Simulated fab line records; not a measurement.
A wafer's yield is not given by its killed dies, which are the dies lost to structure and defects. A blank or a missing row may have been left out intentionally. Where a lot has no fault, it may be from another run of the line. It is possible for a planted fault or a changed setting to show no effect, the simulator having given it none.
Chamber matching + flow sky130 + SKY_METAL3_ETCH_17 on rie diel-01: 4 sister chambers
The step etches SiO2 in C4F8/O2/Ar, stops on TiN, time 3.9 s, target depth 15 nm. 14 wafers are shown with their chamber, then 7 later ones without.

WAFERS, EACH WITH ITS CHAMBER
| wafer  | chamber | oes product au (a.u.) |
|--------|---------|-----------------------|
| L078.1 | 3       | 0.750                 |
| L078.2 | 1       | 0.762                 |
| L078.5 | 2       | 0.756                 |
| L080.1 | 0       | 0.745                 |
| L080.2 | 1       | 0.743                 |
| L080.5 | 0       | 0.763                 |
| L081.1 | 1       | 0.747                 |
| L081.2 | 2       | 0.751                 |
| L081.6 | 3       | 0.761                 |
| L088.3 | 2       | 0.749                 |
| L088.4 | 0       | 0.751                 |
| L088.6 | 0       | 0.751                 |
| L096.1 | 0       | 0.753                 |
| L096.2 | 2       | 0.754                 |

SIGNATURES, as means of the wafers listed above
| reading        | chamber 0 | chamber 1 | chamber 2 | chamber 3 | scatter within a chamber |
|----------------|-----------|-----------|-----------|-----------|--------------------------|
| oes product au | 0.75260   | 0.75067   | 0.75250   | 0.75550   | 0.00679                  |
Rule: for each reading, subtract the chamber's mean from the wafer's reading, divide by that reading's scatter and square the result; add these up over the readings and take the root, which gives the wafer's distance from the chamber. The wafer belongs to the nearest chamber; if the next one is less than 2 further off, it can't be placed. The scatter: take each reading less its chamber's mean, square it, sum over the shown wafers, divide by the number of wafers less the number of chambers, and take the root.

WAFERS WITH NO CHAMBER GIVEN
| wafer  | oes product au (a.u.) |
|--------|-----------------------|
| L096.4 | 0.769                 |
| L097.1 | 0.742                 |
| L097.2 | 0.754                 |
| L097.3 | 0.746                 |
| L097.4 | 0.763                 |
| L097.5 | 0.764                 |
| L097.6 | 0.756                 |

CHAMBER TAKEN BY EACH
| wafer  | from the rows above               | in truth |
|--------|-----------------------------------|----------|
| L096.4 | can't be placed: 3 or 0 or 2 or 1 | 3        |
| L097.1 | can't be placed: 1 or 2 or 0 or 3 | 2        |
| L097.2 | can't be placed: 0 or 2 or 3 or 1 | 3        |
| L097.3 | can't be placed: 1 or 2 or 0 or 3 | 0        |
| L097.4 | can't be placed: 3 or 0 or 2 or 1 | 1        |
| L097.5 | can't be placed: 3 or 0 or 2 or 1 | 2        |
| L097.6 | can't be placed: 3 or 0 or 2 or 1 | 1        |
0 of 7 placed correctly. Cannot be placed on the basis of these rows: 7; the candidates contain the true chamber in 7. Placed wrongly: 0.
